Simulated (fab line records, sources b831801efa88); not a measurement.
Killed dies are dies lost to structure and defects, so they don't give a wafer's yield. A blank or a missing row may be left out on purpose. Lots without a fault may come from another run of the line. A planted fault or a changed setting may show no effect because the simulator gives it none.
fab line records | flow sfq_line
record lots=6 wafers=18 last_day=89
route steps=325 shown M7@285 I7@296 M8@311
lots that met no fault: from a run of the same line without faults
start_h: hours from the record's first day to the start of the lot's first wafer shown | wait_h: hours since the lot's step before | " the same as in the row above | L1.1+2: a row that stands for several wafers | - no value, or no start given | * or withheld: withheld | < > ~ a bound
route shown NAME@n: a module of which the file shows steps, and the number in the route of the first | usual: mean/standard deviation of fault-free wafers | same: alike in all rows | chamber/n: place in a boat | sites: the reading at each site | _std_site: their standard deviation | _edge_site: outer sites' mean less inner sites' | radius_mm: how far each site lies from the wafer's centre | mask NAME#n: copy n | behind: the tool/chamber that last shaped the wafer | hold: why the lot was held/for how many hours/how that ended | device: the transistor (n, p or np) that didn't switch | end of line: the same wafers' tests at the end of the route | a step without rows: its recipe alone | killed: dies lost to structure and defects at the first sort, not the wafer's yield | map: a wafer's dies, x killed, . not, _ none there
set.NAME: the setting as run; set.NAME@STEP: as run at that earlier step | model.NAME: the simulator's own value behind a step, which no gauge read
lots at some steps of the route; a table a step, a row a wafer
services: from which hour (start_h, from the record's first day; less than 0 if before it) a tool's chamber was out of use, for how many hours, and why
## steps
# step SFQ_TRILAYER_M7_LITHO_COAT_182
# recipe resist=BARC spin_rpm=3000 resist_thk_nm=62
# step SFQ_TRILAYER_M7_LITHO_COAT_177
# recipe resist=KrF spin_rpm=3000 resist_thk_nm=600
# step SFQ_TRILAYER_M7_LITHO_SOFTBAKE_181
# recipe temp_c=withheld time_s=withheld resist=KrF
# step SFQ_TRILAYER_M7_LITHO_EXPOSE_178
# recipe mask_id=M7 na=0.6 source_shape=conventional sigma_outer=0.65 target_cd_nm=500 dose_mj=14.4
# step SFQ_TRILAYER_M7_LITHO_PEB_180
# recipe peb_temp_c=115 peb_time_s=60 resist=KrF
# step SFQ_TRILAYER_M7_LITHO_DEVELOP_179
# recipe time_s=60 resist=KrF
# step SFQ_M7_OVL_MEAS_945
# usual M7_OVL=1/5.3
# columns lot.wafer tool chamber start_h wait_h M7_OVL[nm]
L655.1 overlay-02 - 1894.76 0.1 -1
L655.2 " - " " 2
L655.3 " - " " 2
L659.2 overlay-02 - 1935.40 0.1 1
L659.4 " - " " -4
L659.5 " - " " 0
L662.1 overlay-02 - 1941.39 0.1 7
L662.2 " - " " 1
L662.3 " - " " 7
L665.1 overlay-02 - 1946.19 0.1 -6
L665.2 " - " " 4
L665.5 " - " " -5
L666.1 overlay-02 - 1947.39 0.1 -5
L666.5 " - " " -6
L666.6 " - " " 0
L667.2 overlay-02 - 1948.60 0.1 1
L667.3 " - " " -3
L667.4 " - " " -7
# step SFQ_TRILAYER_M7_BARC_OPEN_METAL_ETCH_229
# recipe mask_material=PR chemistry=O2 target_depth_nm=125 target=BARC icp_w=600 bias_w=80 pressure_mtorr=10 time_s=41.7
# usual drypump_motor_current_A=6.2/0.38 oes_product_au=0.685/0.0043
# columns lot.wafer tool chamber start_h wait_h drypump_motor_current_A oes_product_au rf_hours_counter_h
L655.1 rie_metal-03 1 1894.80 0.0 6.1 0.687 108
L655.2 " 0 " " 6.4 0.682 115
L655.3 " 0 " " 6.4 0.690 -
L659.2 rie_metal-04 1 1935.43 0.0 6.6 0.691 77
L659.4 " 1 " " 6.6 0.687 -
L659.5 " 1 " " 6.6 0.692 -
L662.1 rie_metal-02 1 1941.43 0.0 5.6 0.690 76
L662.2 " 0 " " 6.0 0.687 128
L662.3 " 1 " " 5.6 0.682 -
L665.1 rie_metal-02 1 1946.23 0.0 5.6 0.688 78
L665.2 " 0 " " 6.1 0.687 129
L665.5 " 0 " " 6.1 0.696 -
L666.1 rie_metal-04 0 1947.43 0.0 6.4 0.693 70
L666.5 " 1 " " 6.7 0.690 -
L666.6 " 0 " " 6.5 0.677 -
L667.2 rie_metal-02 0 1948.63 0.0 6.1 0.684 129
L667.3 " 1 " " 5.6 0.676 -
L667.4 " 0 " " 6.1 0.683 -
# step SFQ_TRILAYER_M7_ETCH_METAL_ETCH_180
# recipe target=Nb stop_on=SiO2 mask_material=PR chemistry=Cl2/Ar target_depth_nm=240 icp_w=600 bias_w=80 pressure_mtorr=10 time_s=120
# usual drypump_motor_current_A=6.2/0.38 oes_product_au=0.896/0.0073
# columns lot.wafer tool chamber start_h wait_h drypump_motor_current_A oes_product_au rf_hours_counter_h
L655.1 rie_metal-03 1 1894.86 0.0 6.1 0.893 108
L655.2 " 0 " " 6.4 0.897 115
L655.3 " 0 " " 6.4 0.885 -
L659.2 rie_metal-04 1 1935.49 0.0 6.6 0.904 78
L659.4 " 1 " " 6.6 0.910 -
L659.5 " 1 " " 6.6 0.909 -
L662.1 rie_metal-02 1 1941.49 0.0 5.6 0.896 77
L662.2 " 0 " " 6.1 0.896 128
L662.3 " 1 " " 5.6 0.895 -
L665.1 rie_metal-02 1 1946.29 0.0 5.6 0.896 78
L665.2 " 0 " " 6.1 0.891 129
L665.5 " 0 " " 6.1 0.887 -
L666.1 rie_metal-04 0 1947.49 0.0 6.4 0.905 70
L666.5 " 1 " " 6.6 0.918 -
L666.6 " 0 " " 6.4 0.907 -
L667.2 rie_metal-02 0 1948.69 0.0 6.1 0.904 129
L667.3 " 1 " " 5.6 0.893 -
L667.4 " 0 " " 6.1 0.902 -
# step SFQ_TRILAYER_M7_STRIP_STRIP_181
# recipe gas=O2 power_w=200 platen_temp_c=40 overash_fraction=0.65 chemistry=O2 pressure_mtorr=50
# usual drypump_motor_current_A=6.2/0.38 oes_product_au=1.000/0.0079
# columns lot.wafer tool chamber start_h wait_h drypump_motor_current_A oes_product_au rf_hours_counter_h
L655.1 rie_metal-03 1 1894.98 0.1 6.0 1.009 108
L655.2 " 0 " " 6.3 1.008 115
L655.3 " 0 " " 6.4 1.008 -
L659.2 rie_metal-04 1 1935.61 0.1 6.6 1.004 78
L659.4 " 1 " " 6.6 1.002 -
L659.5 " 1 " " 6.6 1.002 -
L662.1 rie_metal-02 1 1941.61 0.1 5.5 0.998 77
L662.2 " 0 " " 6.1 0.984 128
L662.3 " 1 " " 5.6 0.997 -
L665.1 rie_metal-02 1 1946.41 0.1 5.6 1.007 78
L665.2 " 0 " " 6.1 1.000 129
L665.5 " 0 " " 6.0 0.999 -
L666.1 rie_metal-04 0 1947.61 0.1 6.5 1.015 70
L666.5 " 1 " " 6.7 1.000 -
L666.6 " 0 " " 6.5 0.993 -
L667.2 rie_metal-02 0 1948.81 0.1 6.1 0.986 130
L667.3 " 1 " " 5.6 0.985 -
L667.4 " 0 " " 6.1 0.987 -
# step SFQ_TRILAYER_M7_STRIP_SOLV_CLEAN_182
# recipe chemistry=NMP temp_c=70 time_s=600
# step SFQ_TRILAYER_I7_DEP_PECVD_183
# recipe material=SiO2 temp_c=150 time_s=111.11 pressure_torr=2.4 rf_w=183.3 precursor=SiH4/N2O target_thk_nm=500
# usual heater_power_w=95/9.6 throttle_valve_pct=24.2/0.83
# columns lot.wafer tool chamber start_h wait_h heater_power_w throttle_valve_pct
L655.1 pecvd-01 1 1895.76 0.0 109 22.7
L655.2 " 2 " " 109 23.8
L655.3 " 0 " " 92 24.2
L659.2 pecvd-04 2 1936.39 0.0 90 24.1
L659.4 " 1 " " 90 24.8
L659.5 " 0 " " 94 23.5
L662.1 pecvd-04 0 1942.39 0.0 85 23.2
L662.2 " 2 " " 86 23.8
L662.3 " 1 " " 75 24.9
L665.1 pecvd-04 1 1947.19 0.0 89 25.1
L665.2 " 0 " " 90 23.5
L665.5 " 2 " " 76 23.9
L666.1 pecvd-02 0 1948.39 0.0 109 23.7
L666.5 " 0 " " 88 23.6
L666.6 " 1 " " 76 25.1
L667.2 pecvd-01 1 1949.59 0.0 104 22.7
L667.3 " 2 " " 98 24.2
L667.4 " 2 " " 102 23.9
# step SFQ_TRILAYER_I7_CMP_CMP_184
# recipe material=SiO2 down_force_psi=3 platen_rpm=60 pad_velocity_m_s=0.94248
# usual motor_current_A=9.7/0.92 time_to_endpoint_s=212/6.3
# columns lot.wafer tool chamber start_h wait_h motor_current_A time_to_endpoint_s model.SiO2_of_TRILAYER_I7_DEP_PECVD_183.thk_nm
L655.3 cmp-02 2 1896.34 0.5 9.6 213 198.4
L655.1 " 3 " " 10.8 213 200.1
L655.2 " 0 " " 10.2 215 199.2
L659.2 cmp-02 0 1936.46 0.0 9.5 210 199.3
L659.4 " 2 1937.46 1.0 9.9 218 198.8
L659.5 " 0 1938.46 2.0 10.1 215 198.3
L662.1 cmp-01 0 1942.46 0.0 8.4 201 199.2
L662.2 " 1 " " 9.1 210 200.3
L662.3 " 3 1943.96 1.5 10.4 209 200.2
L665.1 cmp-01 0 1948.78 1.6 8.4 215 198.5
L665.2 " 3 1950.28 3.1 10.7 281 305.9
L665.5 " 1 1951.28 4.0 8.8 220 200.2
L666.1 cmp-02 2 1950.74 2.3 9.9 197 197.9
L666.5 " 0 1951.82 3.4 10.4 199 198.9
L666.6 " 1 " " 10.5 210 197.7
L667.4 cmp-01 0 1951.78 2.1 8.2 205 198.2
L667.3 " 1 " " 8.9 210 200.4
L667.2 " 3 1953.28 3.7 10.5 277 303.8
# step SFQ_I7_BOW_MEAS_946
# recipe mode=bow
# usual I7_BOW=8/9.8
# columns lot.wafer tool chamber start_h wait_h I7_BOW[um]
L655.1 film_metro-03 - 1898.84 1.5 22
L655.2 " - " " 26
L655.3 " - " " 19
L659.2 film_metro-01 - 1939.48 2.5 25
L659.4 " - " " -1
L659.5 " - " " 13
L662.1 film_metro-04 - 1945.46 2.5 3
L662.2 " - " " 3
L662.3 " - " " 9
L665.1 film_metro-03 - 1951.78 2.5 24
L665.2 " - " " 4
L665.5 " - " " 11
L666.1 film_metro-01 - 1952.89 1.6 20
L666.5 " - " " 4
L666.6 " - " " 17
L667.2 film_metro-03 - 1954.80 1.0 5
L667.3 " - " " -3
L667.4 " - " " 5
# step SFQ_TRILAYER_I7_METRO_MEASURE_185
# usual thk_nm=199.3/0.83
# columns lot.wafer tool chamber start_h wait_h thk_nm
L655.1 film_metro-03 - 1898.96 0.1 200.1
L655.2 " - " " 199.3
L655.3 " - " " 198.3
L659.2 film_metro-01 - 1939.78 0.3 199.4
L659.4 " - " " 198.7
L659.5 " - " " 198.4
L662.1 film_metro-04 - 1945.58 0.1 199.3
L662.2 " - " " 200.3
L662.3 " - " " 200.2
L665.1 film_metro-03 - 1951.90 0.1 198.7
L665.2 " - " " 305.9
L665.5 " - " " 200.2
L666.1 film_metro-01 - 1953.01 0.1 197.9
L666.5 " - " " 198.9
L666.6 " - " " 197.6
L667.2 film_metro-03 - 1955.10 0.3 303.8
L667.3 " - " " 200.5
L667.4 " - " " 198.3
# step SFQ_TRILAYER_I7_VIA_LITHO_COAT_192
# recipe resist=BARC spin_rpm=3000 resist_thk_nm=62
# step SFQ_TRILAYER_I7_VIA_LITHO_COAT_187
# recipe resist=KrF spin_rpm=3000 resist_thk_nm=650
# step SFQ_TRILAYER_I7_VIA_LITHO_SOFTBAKE_191
# recipe temp_c=withheld time_s=withheld resist=KrF
# step SFQ_TRILAYER_I7_VIA_LITHO_EXPOSE_188
# recipe mask_id=I7 na=0.6 source_shape=conventional sigma_outer=0.65 target_cd_nm=1000 dose_mj=21.3
# step SFQ_TRILAYER_I7_VIA_LITHO_PEB_190
# recipe peb_temp_c=115 peb_time_s=60 resist=KrF
# step SFQ_TRILAYER_I7_VIA_LITHO_DEVELOP_189
# recipe time_s=60 resist=KrF
# step SFQ_I7_OVL_MEAS_947
# usual I7_OVL=2/5.5
# columns lot.wafer tool chamber start_h wait_h I7_OVL[nm]
L655.1 overlay-01 - 1987.66 0.1 2
L655.2 " - " " 4
L655.3 " - " " 1
L659.2 overlay-02 - 2035.37 0.1 -2
L659.4 " - " " 1
L659.5 " - " " -1
L662.1 overlay-01 - 2040.16 0.1 -3
L662.2 " - " " -1
L662.3 " - " " -1
L665.1 overlay-01 - 2047.36 0.1 4
L665.2 " - " " 6
L665.5 " - " " 6
L666.1 overlay-01 - 2048.56 0.1 -2
L666.5 " - " " -4
L666.6 " - " " -2
L667.2 overlay-02 - 2053.37 0.1 4
L667.3 " - " " 2
L667.4 " - " " -6
# step SFQ_TRILAYER_I7_VIA_BARC_OPEN_VIA_ETCH_260
# recipe mask_material=PR chemistry=O2 target_depth_nm=125 target=BARC source_w=500 bias_w=80 pressure_mtorr=30 time_s=41.7
# usual drypump_motor_current_A=5.7/0.36 oes_product_au=0.685/0.0042
# columns lot.wafer tool chamber start_h wait_h drypump_motor_current_A oes_product_au rf_hours_counter_h
L655.1 rie_diel-01 1 1987.70 0.0 5.4 0.687 18
L655.2 " 3 " " 5.4 0.684 12
L655.3 " 2 " " 5.5 0.684 18
L659.2 rie_diel-01 2 2035.40 0.0 5.5 0.690 18
L659.4 " 3 " " 5.4 0.684 12
L659.5 " 1 " " 5.4 0.683 -
L662.1 rie_diel-01 2 2040.20 0.0 5.5 0.680 18
L662.2 " 0 " " 6.2 0.686 10
L662.3 " 1 " " 5.4 0.681 19
L665.1 rie_diel-04 3 2047.40 0.0 5.9 0.683 9
L665.2 " 0 " " 5.4 0.679 16
L665.5 " 3 " " 5.9 0.683 -
L666.1 rie_diel-02 0 2048.60 0.0 5.9 0.686 7
L666.5 " 2 " " 5.9 0.686 -
L666.6 " 1 " " 5.2 0.682 -
L667.2 rie_diel-01 3 2053.40 0.0 5.4 0.680 12
L667.3 " 0 " " 6.2 0.682 10
L667.4 " 1 " " 5.4 0.685 20
# step SFQ_TRILAYER_I7_VIA_ETCH_VIA_ETCH_190
# recipe target=SiO2 stop_on=Nb mask_material=PR taper_deg=20 chemistry=CHF3 target_depth_nm=260 source_w=500 bias_w=80 pressure_mtorr=30 time_s=withheld
# usual drypump_motor_current_A=5.7/0.36 oes_product_au=0.853/0.0053
# columns lot.wafer tool chamber start_h wait_h drypump_motor_current_A oes_product_au model.I7.feature_depth_nm model.etch.depth_nm
L655.1 rie_diel-01 1 1987.74 0.0 5.4 0.861 200.1 200.1
L655.2 " 3 " " 5.4 0.863 199.2 199.2
L655.3 " 2 " " 5.5 0.846 198.4 198.4
L659.2 rie_diel-01 2 2035.44 0.0 5.5 0.849 199.3 199.3
L659.4 " 3 " " 5.4 0.847 198.8 198.8
L659.5 " 1 " " 5.4 0.851 198.3 198.3
L662.1 rie_diel-01 2 2040.24 0.0 5.5 0.849 199.2 199.2
L662.2 " 0 " " 6.2 0.863 200.3 200.3
L662.3 " 1 " " 5.4 0.862 200.2 200.2
L665.1 rie_diel-04 3 2047.44 0.0 5.9 0.848 198.5 198.5
L665.2 " 0 " " 5.5 0.999 258.3 258.3
L665.5 " 3 " " 5.9 0.862 200.2 200.2
L666.1 rie_diel-02 0 2048.64 0.0 5.9 0.856 197.9 197.9
L666.5 " 2 " " 5.9 0.848 198.9 198.9
L666.6 " 1 " " 5.2 0.837 197.7 197.7
L667.2 rie_diel-01 3 2053.44 0.0 5.4 1.011 264.6 264.6
L667.3 " 0 " " 6.2 0.858 200.4 200.4
L667.4 " 1 " " 5.4 0.851 198.2 198.2
# step SFQ_TRILAYER_I7_VIA_STRIP_STRIP_191
# recipe gas=O2 power_w=200 platen_temp_c=40 overash_fraction=0.65 chemistry=O2 pressure_mtorr=50
# step SFQ_TRILAYER_I7_VIA_STRIP_SOLV_CLEAN_192
# recipe chemistry=NMP temp_c=70 time_s=600
# step SFQ_TRILAYER_M8_LITHO_LOR_COAT_197
# recipe resist=lift-off spin_rpm=3000
# step SFQ_TRILAYER_M8_LITHO_LOR_BAKE_198
# recipe resist=lift-off temp_c=withheld time_s=withheld
# step SFQ_TRILAYER_M8_LITHO_COAT_193
# recipe resist=KrF spin_rpm=3000 resist_thk_nm=600
# step SFQ_TRILAYER_M8_LITHO_SOFTBAKE_199
# recipe temp_c=withheld time_s=withheld resist=KrF
# step SFQ_TRILAYER_M8_LITHO_EXPOSE_194
# recipe mask_id=M8 na=0.6 source_shape=conventional sigma_outer=0.65 target_cd_nm=2000 dose_mj=14.4
# step SFQ_TRILAYER_M8_LITHO_PEB_196
# recipe peb_temp_c=115 peb_time_s=60 resist=KrF
# step SFQ_TRILAYER_M8_LITHO_DEVELOP_195
# recipe img_clear_s=15 time_s=55 resist=KrF
# step SFQ_M8_OVL_MEAS_948
# usual M8_OVL=2/4.2
# columns lot.wafer tool chamber start_h wait_h M8_OVL[nm]
L655.1 overlay-02 - 1993.21 0.1 -8
L655.2 " - " " -2
L655.3 " - " " -2
L659.2 overlay-01 - 2125.07 0.1 -4
L659.4 " - " " 7
L659.5 " - " " -2
L662.1 overlay-02 - 2131.06 0.1 5
L662.2 " - " " 5
L662.3 " - " " 9
L665.1 overlay-02 - 2140.66 0.1 6
L665.2 " - " " 6
L665.5 " - " " 1
L666.1 overlay-01 - 2141.86 0.1 -2
L666.5 " - " " -2
L666.6 " - " " -3
L667.2 overlay-01 - 2145.47 0.1 5
L667.3 " - " " 4
L667.4 " - " " 2
# step SFQ_TRILAYER_M8_DEP_EVAP_197
# recipe material=Ti angular_spread_deg=1 target_thk_nm=20 time_s=100 power_w=2000
# step SFQ_TRILAYER_M8_DEP_EVAP_198
# recipe material=Pt angular_spread_deg=1 target_thk_nm=50 time_s=250 power_w=2000
# step SFQ_TRILAYER_M8_DEP_EVAP_196
# recipe material=Au angular_spread_deg=1 target_thk_nm=180 time_s=900 power_w=2000
# step SFQ_M8_RS_MEAS_949
# recipe thk_meas_gauge=four-point-probe reads=Au_of_TRILAYER_M8_DEP_EVAP_196+Pt_of_TRILAYER_M8_DEP_EVAP_198+Ti_of_TRILAYER_M8_DEP_EVAP_197
# usual M8_AU_RS=0.1535/0.0013
# columns lot.wafer tool chamber start_h wait_h M8_AU_RS[ohm/sq]
L655.1 film_metro-02 - 1993.99 0.3 0.1525
L655.2 " - " " 0.1516
L655.3 " - " " 0.1524
L659.2 film_metro-01 - 2125.86 0.3 0.1550
L659.4 " - " " 0.1541
L659.5 " - " " 0.1539
L662.1 film_metro-02 - 2131.84 0.3 0.1521
L662.2 " - " " 0.1534
L662.3 " - " " 0.1512
L665.1 film_metro-04 - 2141.44 0.3 0.1556
L665.2 " - " " 0.1541
L665.5 " - " " 0.1555
L666.1 film_metro-01 - 2142.64 0.3 0.1519
L666.5 " - " " 0.1517
L666.6 " - " " 0.1508
L667.2 film_metro-01 - 2146.26 0.3 0.1553
L667.3 " - " " 0.1548
L667.4 " - " " 0.1554
# step SFQ_M8_THK_MEAS_950
# recipe thk_meas_gauge=xrf reads=Au_of_TRILAYER_M8_DEP_EVAP_196
# usual M8_AU_THK=184.5/2
# columns lot.wafer tool chamber start_h wait_h M8_AU_THK[nm]
L655.1 film_metro-02 - 1994.11 0.1 185.5
L655.2 " - " " 188.2
L655.3 " - " " 186.8
L659.2 film_metro-01 - 2125.97 0.1 183.4
L659.4 " - " " 184.6
L659.5 " - " " 184.8
L662.1 film_metro-02 - 2131.96 0.1 188.2
L662.2 " - " " 186.0
L662.3 " - " " 188.6
L665.1 film_metro-04 - 2141.56 0.1 181.8
L665.2 " - " " 182.7
L665.5 " - " " 180.9
L666.1 film_metro-01 - 2142.76 0.1 187.3
L666.5 " - " " 187.0
L666.6 " - " " 188.2
L667.2 film_metro-01 - 2146.37 0.1 182.4
L667.3 " - " " 184.0
L667.4 " - " " 182.1
# step SFQ_TRILAYER_M8_LIFTOFF_LIFTOFF_197
# recipe temp_c=80 time_s=600 chemistry=NMP
# step SFQ_M8_BOW_MEAS_951
# recipe mode=bow
# usual M8_BOW=9/9.5
# columns lot.wafer tool chamber start_h wait_h M8_BOW[um] model.etest.i7.link_ohm
L655.1 film_metro-04 - 1994.35 0.0 22 1.053
L655.2 " - " " 26 1.044
L655.3 " - " " 20 1.053
L659.2 film_metro-04 - 2126.23 0.0 25 1.034
L659.4 " - " " -1 1.027
L659.5 " - " " 13 1.035
L662.1 film_metro-04 - 2132.20 0.0 3 1.037
L662.2 " - " " 4 1.044
L662.3 " - " " 10 1.034
L665.1 film_metro-02 - 2141.80 0.0 24 1.05
L665.2 " - " " 4 1e+06
L665.5 " - " " 12 1.05
L666.1 film_metro-04 - 2143.00 0.0 20 1.025
L666.5 " - " " 4 1.02
L666.6 " - " " 18 1.023
L667.2 film_metro-04 - 2146.62 0.0 6 1e+06
L667.3 " - " " -3 1.052
L667.4 " - " " 4 1.041
## services
# columns tool chamber start_h hours kind
film_metro-03 - 1872.08 3.0 pm
cmp-01 - 1872.22 0.3 repair
cmp-02 - 1872.40 1.5 repair
rie_diel-01 - 1874.91 28.1 pm
rie_metal-04 - 1882.24 4.3 pm
rie_diel-02 1 1884.70 3.0 repair
film_metro-01 - 1888.59 0.5 pm
pecvd-01 - 1888.87 6.0 pm
rie_diel-04 3 1900.63 10.0 repair
cmp-01 - 1903.64 5.6 pm
film_metro-03 - 1904.96 0.4 pm
cmp-01 - 1914.23 1.6 repair
rie_metal-04 - 1916.54 2.8 pm
rie_metal-02 - 1919.31 0.6 repair
cmp-02 - 1952.89 4.0 pm
film_metro-03 - 1958.43 4.4 repair
rie_metal-02 - 1977.56 2.8 pm
cmp-01 - 1978.03 3.6 repair
rie_metal-02 - 1981.10 0.8 repair
cmp-01 - 2012.91 1.6 repair
pecvd-04 1 2022.12 2.1 repair
rie_diel-01 - 2028.37 0.7 repair
film_metro-03 - 2039.58 1.1 pm
cmp-01 - 2045.18 2.0 repair
## key
first_sign step=SFQ_TRILAYER_I7_CMP_CMP_184 reading=time_to_endpoint_s direction=up sigmas=11 usual=* struck=*
effect step=SFQ_TRILAYER_I7_METRO_MEASURE_185 reading=thk_nm direction=up sigmas=99+ usual=199.3 struck=304.9
effect step=SFQ_TRILAYER_I7_VIA_ETCH_VIA_ETCH_190 reading=oes_product_au direction=up sigmas=28 usual=0.853 struck=1.005
model_effect step=SFQ_TRILAYER_I7_CMP_CMP_184 value=SiO2_of_TRILAYER_I7_DEP_PECVD_183.thk_nm without=199.9 struck=304.8
model_effect step=SFQ_TRILAYER_I7_VIA_ETCH_VIA_ETCH_190 value=I7.feature_depth_nm without=199.9 struck=261.4
model_effect step=SFQ_M8_BOW_MEAS_951 value=etest.i7.link_ohm without=1.048 struck=1e+06
met_at SFQ_TRILAYER_I7_CMP_CMP_184
struck_wafers L665.2,L667.2
fault kind=process_parameter_drift tool=cmp-01 chamber=- onset_h=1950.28 steps=SFQ_TRILAYER_I7_CMP_CMP_184 channel=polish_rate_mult offset=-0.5 shape=step end_h=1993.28 scope=struck_wafers_only
